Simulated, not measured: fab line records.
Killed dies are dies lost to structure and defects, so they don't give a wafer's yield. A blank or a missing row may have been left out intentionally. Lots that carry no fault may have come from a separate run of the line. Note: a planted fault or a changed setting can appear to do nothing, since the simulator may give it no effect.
fab line records	flow sky130
record lots=5	wafers=15	last_day=49
route steps=708 shown SONOS_TUNNEL@160 SONOS_ONO@168 GATE_OXIDE@187 PAD_OPEN@708
lots with no fault: from the same line, run without faults
start_h: the number of hours between the record's first day and the start of the first shown wafer of the lot	wait_h: how many hours have passed since the lot's step before this one	" repeats the value in the row above	L1.1+2: one row covering several wafers at once	- no value, or no start given	* or withheld: withheld	< > ~ a bound
route shown NAME@n: NAME is a module with steps in the file, n the number in the route of the first one	usual: the fault-free wafers' mean and standard deviation	same: alike in all rows	chamber/n: place in a boat	sites: each site's reading	_std_site: the standard deviation of these	_edge_site: mean of outer sites minus mean of inner sites	radius_mm: for every site, how far away it sits from the centre of the wafer	mask NAME#n: copy n	behind: tool/chamber where the wafer was last shaped	hold: what put the lot on hold/how long, in hours/how the hold closed	device: which transistor (n, p or np) failed to switch	end of line: tests of these same wafers at the route's end	a step without rows: its recipe alone	killed: not the wafer's yield, but the dies lost to structure and defects at the first sort	map: the dies of a wafer, with x for killed, . for not killed, _ for no die there
set.NAME: the run value of the setting; set.NAME@STEP: its run value at that earlier step	model.NAME: the simulator's own value behind a step, which no gauge read
a table for each step, a row for each wafer; lots at some steps of the route
services: when a tool's chamber went out of use (start_h, in hours from the record's first day, below 0 if earlier), for how many hours, and the reason
## steps
# step SKY_SONOS_TUNNEL_DEVELOP_06
# recipe resist=NOVOLAK	developer=TMAH	develop_time_s=60	dev_temp_c=23
# step SKY_SONOS_TUNNEL_IMPLANT_09
# recipe species=B	energy_kev=20	dose_cm2=1e+12	tilt_deg=withheld
# step SKY_SONOS_TUNNEL_WET_ETCH_10
# recipe chemistry=dHF	target_depth_nm=14	target=SiO2	dilution=100:1	temp_c=25	time_s=280
# step SKY_SONOS_TUNNEL_STRIP_11
# recipe chemistry=SPM	time_s=600	temp_c=130
# step SKY_SONOS_TUNNEL_CLEAN_13
# recipe chemistry=dHF	time_s=20	dilution=100:1	dry=ipa_marangoni
# step SKY_SONOS_ONO_OXIDATION_00
# recipe temp_c=800	ambient=O2	idle_temp_c=700	ramp_up_c_per_min=10	ramp_down_c_per_min=3	stabilise_s=600	purge_s=300	target_thk_a=26	ox_time_s=1293
# step SKY_SONOS_ONO_CVD_02
# recipe material=Si3N4	precursor=DCS/NH3	target_thk_nm=10.5	temp_c=770	time_s=180	pressure_mtorr=250
# step SKY_SONOS_ONO_CVD_04
# recipe material=SiO2	precursor=SiH4/N2O	target_thk_nm=5.7199	temp_c=900	pressure_mtorr=400
# usual spike_tc_upper_C=900.2/1	zone_power_top_pct=30.5/1.2
lot.wafer	tool	chamber	start_h	wait_h	spike_tc_upper_C	zone_power_top_pct	model.SiO2_of_SONOS_ONO_CVD_04.thk_nm
L177.4	lpcvd-03	0	285.57	0.0	899.9	31.3	5.569
L177.5	"	0	"	"	898.9	30.8	5.636
L177.6	"	0	"	"	901.0	31.3	5.613
L184.1	lpcvd-03	0	337.19	0.1	900.9	31.5	5.525
L184.2	"	0	"	"	902.0	31.0	5.689
L184.5	"	0	"	"	899.9	31.7	5.732
L187.4	lpcvd-03	0	362.18	0.0	899.2	31.4	6.783
L187.5	"	0	"	"	900.2	31.6	6.747
L187.6	"	0	"	"	899.0	31.5	6.715
L188.2	lpcvd-03	0	372.33	0.0	899.3	31.0	6.518
L188.3	"	0	"	"	901.3	31.5	6.466
L188.4	"	0	"	"	900.4	31.3	6.508
L189.1	lpcvd-03	0	383.52	0.1	900.3	31.2	6.785
L189.5	"	0	"	"	900.6	30.9	6.667
L189.6	"	0	"	"	902.1	31.3	6.761
# step SKY_SONOS_ONO_THK_MEAS_05
# recipe reads=SiO2_of_SONOS_ONO_CVD_04
# usual SONOS_ONO_CVD_04_THK=5.72/0.14
lot.wafer	tool	chamber	start_h	wait_h	SONOS_ONO_CVD_04_THK[nm]
L177.4	film_metro-01	-	286.85	0.0	5.56
L177.5	"	-	"	"	5.65
L177.6	"	-	"	"	5.64
L184.1	film_metro-03	-	338.44	0.0	5.56
L184.2	"	-	"	"	5.62
L184.5	"	-	"	"	5.71
L187.4	film_metro-01	-	363.46	0.0	6.78
L187.5	"	-	"	"	6.74
L187.6	"	-	"	"	6.67
L188.2	film_metro-01	-	373.59	0.0	6.53
L188.3	"	-	"	"	6.52
L188.4	"	-	"	"	6.51
L189.1	film_metro-04	-	384.77	0.0	6.73
L189.5	"	-	"	"	6.68
L189.6	"	-	"	"	6.72
# step SKY_SONOS_ONO_DEHYDRATE_06
# recipe temp_c=200	time_s=60
# step SKY_SONOS_ONO_HMDS_07
# recipe prime_time_s=60	prime_temp_c=120
# step SKY_SONOS_ONO_COAT_08
# recipe resist=NOVOLAK	spin_rpm=3000	resist_thk_nm=1140
# step SKY_SONOS_ONO_SOFTBAKE_09
# recipe temp_c=90	time_s=60	resist=NOVOLAK
# step SKY_SONOS_ONO_EXPOSE_10
# recipe mask_id=ONOM	target_cd_nm=410	na=0.6	source_shape=conventional	sigma_outer=0.6	dose_mj=150
# step SKY_SONOS_ONO_PEB_11
# recipe temp_c=withheld	time_s=*	resist=NOVOLAK
# step SKY_SONOS_ONO_DEVELOP_12
# recipe develop_time_s=60	dev_temp_c=23
# step SKY_SONOS_ONO_ETCH_15
# recipe target_depth_nm=19.52	chemistry=CHF3/O2	source_w=600	bias_w=200	pressure_mtorr=40	chf3_flow_sccm=50	O2_flow_sccm=5	time_s=7.8
# step SKY_SONOS_ONO_WET_ETCH_16
# recipe chemistry=dHF	target_depth_nm=14	dry=n2_spin	target=SiO2	dilution=100:1	temp_c=25	time_s=280
# step SKY_SONOS_ONO_STRIP_17
# recipe chemistry=O2/N2	power_w=1400	pressure_mtorr=1500	platen_temp_c=withheld	o2_flow_sccm=3000	n2_flow_sccm=300	overash_fraction=0.5
# step SKY_SONOS_ONO_WET_ETCH_18
# recipe chemistry=H3PO4	target_depth_nm=15	target=Si3N4	temp_c=160	time_s=172
# step SKY_GATE_OXIDE_CLEAN_00
# recipe chemistry=SC1/SC2	mix=1:4:20	temp_c=70	time_s=150	dry=n2_spin
# step SKY_GATE_OXIDE_OXIDATION_01
# recipe temp_c=900	ambient=O2	stabilise_s=600	purge_s=300	target_thk_a=102.68	ox_time_s=1473
# step SKY_GATE_OXIDE_DEHYDRATE_03
# recipe temp_c=200	time_s=60
# step SKY_GATE_OXIDE_HMDS_04
# recipe prime_time_s=60	prime_temp_c=120
# step SKY_GATE_OXIDE_COAT_05
# recipe resist=NOVOLAK	spin_rpm=3000	resist_thk_nm=1162
# step SKY_GATE_OXIDE_SOFTBAKE_06
# recipe temp_c=90	time_s=60	resist=NOVOLAK
# step SKY_GATE_OXIDE_EXPOSE_07
# recipe mask_id=LVOM	na=0.6	source_shape=conventional	sigma_outer=0.6	polarization=unpolarized	target_cd_nm=600	dose_mj=170
# step SKY_GATE_OXIDE_PEB_08
# recipe temp_c=withheld	time_s=*	resist=NOVOLAK
# step SKY_GATE_OXIDE_DEVELOP_09
# recipe resist=NOVOLAK	developer=TMAH	develop_time_s=60	dev_temp_c=23
# step SKY_GATE_OXIDE_IMPLANT_11
# recipe species=B	energy_kev=10	dose_cm2=2.6e+12	tilt_deg=withheld
# step SKY_GATE_OXIDE_WET_ETCH_12
# recipe chemistry=dHF	target_depth_nm=16.8	dry=n2_spin	target=SiO2	dilution=100:1	temp_c=25	time_s=336
# step SKY_GATE_OXIDE_STRIP_13
# recipe chemistry=O2/N2	power_w=1400	pressure_mtorr=1500	platen_temp_c=withheld	o2_flow_sccm=3000	n2_flow_sccm=300	overash_fraction=0.5
# step SKY_GATE_OXIDE_CLEAN_15
# recipe chemistry=SC1/SC2	mix=1:4:20	temp_c=70	time_s=150	dry=n2_spin
# usual bath_guard_temp_C=69.8/0.67
lot.wafer	tool	chamber	start_h	wait_h	bath_guard_temp_C	model.SiO2_of_SONOS_ONO_CVD_04.thk_nm
L177.4	wet_bench-03	2	340.84	0.0	68.8	4.027
L177.5	"	2	"	"	68.7	4.092
L177.6	"	2	"	"	68.7	4.07
L184.1	wet_bench-03	0	397.38	0.1	70.2	3.997
L184.2	"	0	"	"	69.9	4.161
L184.5	"	0	"	"	70.0	4.204
L187.4	wet_bench-04	2	424.97	0.0	69.4	5.248
L187.5	"	2	"	"	70.1	5.225
L187.6	"	2	"	"	69.8	5.19
L188.2	wet_bench-02	1	433.41	0.0	70.3	5.015
L188.3	"	1	"	"	70.3	4.958
L188.4	"	1	"	"	69.7	5.006
L189.1	wet_bench-04	1	446.30	0.1	70.9	5.267
L189.5	"	1	"	"	71.2	5.155
L189.6	"	1	"	"	70.7	5.245
# step SKY_PAD_OPEN_PROBE_99
# usual killed_at_M0_to_M3=44/6.3	killed_at_M4_up=3.1/2	killed_at_contacts=24/4.8	killed_at_front_end=15/4.6	killed_at_other=0.2/0.51	killed_dies=87/8.4	killed_open=48/6.4	killed_short=39/5.9
# same gross_dies=492	killed_at_back_side=0
lot.wafer	tool	chamber	start_h	wait_h	killed_at_M0_to_M3	killed_at_M4_up	killed_at_contacts	killed_at_front_end	killed_at_other	killed_dies	killed_open	killed_short	model.etest.sonos_erased.drive_ua_um	model.etest.sonos_uncharged.r_on_ohm_um	model.etest.sonos_programmed.off_log10_a_um	model.etest.cap_ono.gate_log10_a_cm2	model.etest.cap_ono.gate_bv_v	model.etest.cap_ono.tox_acc_nm	model.etest.sonos_programmed.vt_v	model.etest.sonos_erased.vt_v
L177.4	prober-02	-	1100.10	0.2	44	3	29	15	0	91	44	47	192.9	811.5	-13.98	-7.901	16.41	12.86	1.501	-2.305
L177.5	prober-02	-	1100.15	0.2	37	5	32	22	0	96	55	41	206.6	825.1	-14.04	-8.007	16.49	12.95	1.54	-2.293
L177.6	prober-02	-	1100.20	0.2	33	4	26	18	0	81	41	40	162.8	826.5	-14.04	-7.943	16.95	12.87	1.488	-2.259
L184.1	prober-01	-	1140.83	0.1	43	2	16	15	0	76	35	41	207	801.9	-14.04	-7.833	16.5	12.82	1.539	-2.312
L184.2	prober-01	-	1140.88	0.1	46	5	20	20	0	91	42	49	180.8	811.1	-14	-8.042	16.39	12.93	1.484	-2.244
L184.5	prober-01	-	1141.03	0.2	38	6	24	15	0	83	39	44	182	820.8	-13.73	-8.074	16.98	12.99	1.429	-2.236
L187.4	prober-02	-	1154.60	0.2	59	3	16	13	0	91	50	41	127.5	823.2	-12.03	-9.473	17.78	14.1	0.8156	-1.628
L187.5	prober-02	-	1154.65	0.2	50	4	23	14	0	91	53	38	102.7	851	-12.45	-9.513	17.43	14.1	0.8259	-1.551
L187.6	prober-02	-	1154.70	0.2	44	3	32	12	0	91	47	44	106.5	851.1	-11.83	-9.485	17.27	14.06	0.7601	-1.574
L188.2	prober-01	-	1158.68	0.1	36	5	30	17	1	89	50	39	126.6	845	-12.57	-9.283	17.98	13.95	0.9072	-1.652
L188.3	prober-01	-	1158.73	0.2	43	3	33	9	1	89	49	40	118.6	837.2	-12.78	-9.259	17.45	13.94	0.9286	-1.654
L188.4	prober-01	-	1158.78	0.2	37	4	32	16	1	90	51	39	132.3	844.2	-13.01	-9.183	17.43	13.91	0.957	-1.709
L189.1	prober-02	-	1169.26	0.1	48	1	28	21	1	99	51	48	129.6	841.6	-12.26	-9.319	17.66	14.01	0.8654	-1.701
L189.5	prober-02	-	1169.46	0.2	40	3	25	14	1	83	49	34	123	852	-12.74	-9.168	17.58	13.98	0.8866	-1.723
L189.6	prober-02	-	1169.51	0.2	45	4	22	23	0	94	44	50	133.7	830.5	-11.66	-9.391	17.85	14.01	0.8029	-1.7
# killed by level:class
L177.4 CONTACT:geometric_particle:open=8 VIA1:geometric_particle:open=8 CONTACT:geometric_particle:short=7 POLY_GATE:geometric_particle:short=6 METAL2:geometric_particle:short=6 VIA2:geometric_particle:open=5 LOCAL_INTERCONNECT:geometric_particle:short=5 VIA3:geometric_particle:open=4
L177.5 LI_CONTACT:geometric_particle:open=11 CONTACT:geometric_particle:open=11 VIA1:geometric_particle:open=8 METAL2:geometric_particle:short=7 FIELD_ISO:geometric_particle:open=5 FIELD_ISO:geometric_particle:short=5 LOCAL_INTERCONNECT:geometric_particle:short=5 VIA2:geometric_particle:open=5
L177.6 METAL2:geometric_particle:short=8 LI_CONTACT:geometric_particle:open=8 CONTACT:geometric_particle:open=8 POLY_GATE:geometric_particle:open=6 VIA1:geometric_particle:open=6 POLY_GATE:geometric_particle:short=5 LOCAL_INTERCONNECT:geometric_particle:short=5 VIA2:geometric_particle:open=5
L184.1 VIA1:geometric_particle:open=12 METAL1:geometric_particle:short=6 CONTACT:geometric_particle:open=5 CONTACT:geometric_particle:short=5 METAL2:geometric_particle:short=5 METAL3:geometric_particle:short=5 POLY_GATE:geometric_particle:short=4 FIELD_ISO:geometric_particle:short=3
L184.2 VIA1:geometric_particle:open=9 CONTACT:geometric_particle:open=8 METAL1:geometric_particle:short=7 LOCAL_INTERCONNECT:geometric_particle:short=6 VIA1:geometric_particle:short=6 FIELD_ISO:geometric_particle:short=5 METAL2:geometric_particle:short=5 SONOS_ONO:geometric_particle:open=4
L184.5 CONTACT:geometric_particle:open=9 VIA3:geometric_particle:open=7 METAL2:geometric_particle:short=7 FIELD_ISO:geometric_particle:short=6 CONTACT:geometric_particle:short=6 LI_CONTACT:geometric_particle:open=5 METAL1:geometric_particle:short=5 VIA1:geometric_particle:open=5
L187.4 VIA1:geometric_particle:open=15 VIA1:geometric_particle:short=8 METAL2:geometric_particle:short=8 LI_CONTACT:geometric_particle:open=7 CONTACT:geometric_particle:open=7 METAL1:geometric_particle:short=7 FIELD_ISO:geometric_particle:short=5 VIA2:geometric_particle:open=5
L187.5 LI_CONTACT:geometric_particle:open=9 VIA3:geometric_particle:open=9 VIA1:geometric_particle:open=8 METAL2:geometric_particle:short=7 CONTACT:geometric_particle:open=6 VIA2:geometric_particle:open=6 LI_CONTACT:geometric_particle:short=5 FIELD_ISO:geometric_particle:open=4
L187.6 LI_CONTACT:geometric_particle:open=11 CONTACT:geometric_particle:open=9 VIA1:geometric_particle:open=9 METAL2:geometric_particle:short=7 VIA3:geometric_particle:short=6 VIA3:geometric_particle:open=6 VIA2:geometric_particle:open=5 POLY_GATE:geometric_particle:short=5
L188.2 CONTACT:geometric_particle:open=9 VIA1:geometric_particle:open=9 LI_CONTACT:geometric_particle:open=8 CONTACT:geometric_particle:short=6 FIELD_ISO:geometric_particle:open=5 VIA1:geometric_particle:short=5 FIELD_ISO:geometric_particle:short=4 POLY_GATE:geometric_particle:short=4
L188.3 CONTACT:geometric_particle:open=13 VIA3:geometric_particle:open=8 VIA2:geometric_particle:open=8 LI_CONTACT:geometric_particle:open=7 CONTACT:geometric_particle:short=6 METAL1:geometric_particle:short=5 FIELD_ISO:geometric_particle:open=4 LOCAL_INTERCONNECT:geometric_particle:short=4
L188.4 VIA1:geometric_particle:open=10 CONTACT:geometric_particle:open=9 LI_CONTACT:geometric_particle:open=8 VIA3:geometric_particle:open=7 LOCAL_INTERCONNECT:geometric_particle:short=6 POLY_GATE:geometric_particle:short=5 CONTACT:geometric_particle:short=5 VIA1:geometric_particle:short=5
L189.1 METAL1:geometric_particle:short=11 LI_CONTACT:geometric_particle:open=10 METAL3:geometric_particle:short=9 CONTACT:geometric_particle:open=8 FIELD_ISO:geometric_particle:open=7 VIA3:geometric_particle:open=7 POLY_GATE:geometric_particle:open=6 CONTACT:geometric_particle:short=6
L189.5 VIA1:geometric_particle:open=10 VIA2:geometric_particle:open=10 METAL2:geometric_particle:short=8 CONTACT:geometric_particle:open=7 LI_CONTACT:geometric_particle:open=6 LI_CONTACT:geometric_particle:short=5 VIA3:geometric_particle:open=5 FIELD_ISO:geometric_particle:open=4
L189.6 VIA1:geometric_particle:open=8 METAL2:geometric_particle:short=8 VIA1:geometric_particle:short=7 POLY_GATE:geometric_particle:open=6 CONTACT:geometric_particle:open=6 CONTACT:geometric_particle:short=6 LI_CONTACT:geometric_particle:open=5 METAL1:geometric_particle:short=5
## services
tool	chamber	start_h	hours	kind
wet_bench-02	-	295.38	6.0	repair
wet_bench-04	-	311.30	4.4	pm
wet_bench-04	-	346.55	2.8	repair
wet_bench-04	-	356.10	1.9	pm
## key
first_sign step=SKY_SONOS_ONO_THK_MEAS_05	reading=SONOS_ONO_CVD_04_THK	direction=up	sigmas=6.6	usual=5.72	struck=6.66
effect none on later readings
model_effect step=SKY_SONOS_ONO_CVD_04	value=SiO2_of_SONOS_ONO_CVD_04.thk_nm	without=5.755	struck=6.661
model_effect step=SKY_GATE_OXIDE_CLEAN_15	value=SiO2_of_SONOS_ONO_CVD_04.thk_nm	without=4.24	struck=5.146
model_effect step=SKY_PAD_OPEN_PROBE_99	value=etest.sonos_erased.drive_ua_um	without=177.5	struck=122.3
met_at SKY_SONOS_ONO_CVD_04
struck_wafers L187.4,L187.5,L187.6,L188.2,L188.3,L188.4,L189.1,L189.5,L189.6
tester_left_out L187,L188,L189
onset_between 337.19 362.18
also_fits time
fault kind=process_parameter_drift	tool=lpcvd-03	chamber=-	onset_h=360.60	steps=SKY_SONOS_ONO_CVD_04	channel=target_thk_nm	offset=0.90601	shape=step	end_h=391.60	stated=5.7199
# tester_left_out: of these lots the tester's yield and bins aren't shown, on N5 and GAA mostly nor the transistor test; their killed dies are dies lost to structure and defects alone, not to doping, threshold or leakage, so they don't give the yield
